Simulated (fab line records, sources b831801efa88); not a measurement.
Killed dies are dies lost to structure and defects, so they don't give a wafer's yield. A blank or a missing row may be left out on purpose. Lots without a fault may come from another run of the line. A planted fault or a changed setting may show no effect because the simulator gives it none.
Chamber matching | flow gf180mcu | GF_STI_CMP_25 on cmp-01: 4 sister chambers
The step polishes, stops on Si3N4, t overpolish 33 s, target thk 524.6 nm. 8 wafers are shown with their chamber, then 8 later ones without.

WAFERS WITH THEIR CHAMBER
wafer  | chamber | motor_current_A (A) | overpolish_run_s (s)
L275.4 | 3       | 12.1                | 33.007
L279.1 | 1       | 11.4                | 33.002
L279.4 | 0       | 9.8                 | 33.001
L279.5 | 1       | 11.7                | 33.006
L282.1 | 3       | 12.3                | 32.986
L282.3 | 2       | 10.8                | 33.004
L282.5 | 0       | 9.6                 | 32.992
L283.1 | 2       | 10.7                | 32.990

WAFERS WITHOUT THEIR CHAMBER
wafer  | motor_current_A (A) | overpolish_run_s (s)
L283.3 | 11.1                | 33.009
L283.4 | 9.6                 | 33.011
L287.3 | 11.6                | 33.008
L287.4 | 10.1                | 33.004
L287.6 | 10.5                | 33.012
L293.1 | 11.0                | 33.005
L293.2 | 9.3                 | 32.992
L293.3 | 11.5                | 33.005

WHICH CHAMBER EACH WENT THROUGH
wafer  | from the rows above     | in truth
L283.3 | can't be placed: 2 or 1 | 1
L283.4 | 0                       | 0
L287.3 | 1                       | 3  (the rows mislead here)
L287.4 | can't be placed: 0 or 2 | 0
L287.6 | 2                       | 2
L293.1 | can't be placed: 2 or 1 | 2
L293.2 | 0                       | 0
L293.3 | 1                       | 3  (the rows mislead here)
Placed correctly: 3 of 8. Can't be placed from these rows: 3 (the true chamber is among the candidates in 3). Placed wrongly: 2.
How it was worked out, from the rows above alone: a wafer's distance from a chamber is the root of the sum, over the readings, of the square of ((its reading less the chamber's mean) divided by the reading's scatter). The wafer belongs to the nearest chamber; if the next one is less than 2 further off, it can't be placed. A chamber's mean is the mean of its shown wafers. The scatter: the root of (the sum of the squares of (reading less its chamber's mean) over the shown wafers, divided by (wafers less chambers)).
